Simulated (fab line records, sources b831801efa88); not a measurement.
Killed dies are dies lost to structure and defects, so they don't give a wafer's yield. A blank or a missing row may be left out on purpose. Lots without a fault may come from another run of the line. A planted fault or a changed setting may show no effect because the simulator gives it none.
Which tool did it? | flow sky130 | 11 lots, 32 wafers sampled, at 2 steps of a route of 708

WHAT THE GAUGES READ, wafer by wafer
SKY_METAL2_OVL_MEAS_16. Usual: METAL2_OVL 0 nm, standard deviation 6.2.
lot  | measured     | on         | METAL2_OVL (nm) | flag
L397 | day 35 02:23 | overlay-02 | 8 8 11          |
L398 | day 35 20:08 | overlay-01 | 5 1 -2          |
L403 | day 37 21:11 | overlay-02 | -2 -2 -4        |
L405 | day 38 12:43 | overlay-02 | 7 9 7           |
L406 | day 38 22:32 | overlay-01 | -11 -9 -9       |
L407 | day 39 02:11 | overlay-02 | 2 4 3           |
L412 | day 40 19:05 | overlay-01 | -3 0 -7         |
L409 | day 40 19:23 | overlay-01 | 2 5 5           |
L408 | day 40 23:49 | overlay-01 | -6 -1 -7        |
L413 | day 41 01:54 | overlay-02 | 6 -1            |
L419 | day 42 19:26 | overlay-01 | 3 1 -4          |

WHICH TOOL RAN EACH LOT (tool, then ch and the chambers of the sampled wafers, then the start)
lot  | SKY_CONTACT_SPUTTER_23
L397 | pvd_sputter-03, day 31 20:10
L398 | pvd_sputter-02, day 32 12:26
L403 | pvd_sputter-01, day 34 11:25
L405 | pvd_sputter-02, day 35 05:58
L406 | pvd_sputter-03, day 35 11:33
L407 | pvd_sputter-03, day 35 17:55
L412 | pvd_sputter-02, day 37 12:53
L409 | pvd_sputter-03, day 37 13:14
L408 | pvd_sputter-01, day 37 17:51
L413 | pvd_sputter-01, day 37 19:29
L419 | pvd_sputter-02, day 39 14:25
- SKY_CONTACT_SPUTTER_23: material TiN, target thk 20 nm, time 80 s.

WHAT THE TOOLS THEMSELVES READ (means of the sampled wafers that have a number; where no wafer has one, the mark that the record gives instead)
SKY_CONTACT_SPUTTER_23. Usual: throttle_valve_pct 30.0 %, standard deviation 1.1.
lot  | tool           | throttle_valve_pct (%) | flag
L397 | pvd_sputter-03 | 30.4                   |
L398 | pvd_sputter-02 | 30.0                   |
L403 | pvd_sputter-01 | 29.4                   |
L405 | pvd_sputter-02 | 30.5                   |
L406 | pvd_sputter-03 | 30.4                   |
L407 | pvd_sputter-03 | 30.4                   |
L412 | pvd_sputter-02 | 30.1                   |
L409 | pvd_sputter-03 | 30.7                   |
L408 | pvd_sputter-01 | 30.4                   |
L413 | pvd_sputter-01 | 31.6                   |
L419 | pvd_sputter-02 | 29.5                   |

THE ANSWER, worked out from the rows above alone
Rule: a lot is off if the mean of its wafers that have a number lies more than 3 standard deviations from the usual mean. A lot without any number at a reading at which 4 lots or more have one is off too. The other lots that the step has rows for count as sound. The gauges are gone through in route order, then the tools' own readings, and for those a lot's mean is taken as printed above. The first step at which some lot is off is used, and at that step the reading that is off furthest; a lot without a number counts as furthest.
No lot is off at any reading shown: from this, nothing can be told.

WHAT THE SIMULATOR HAD PUT IN
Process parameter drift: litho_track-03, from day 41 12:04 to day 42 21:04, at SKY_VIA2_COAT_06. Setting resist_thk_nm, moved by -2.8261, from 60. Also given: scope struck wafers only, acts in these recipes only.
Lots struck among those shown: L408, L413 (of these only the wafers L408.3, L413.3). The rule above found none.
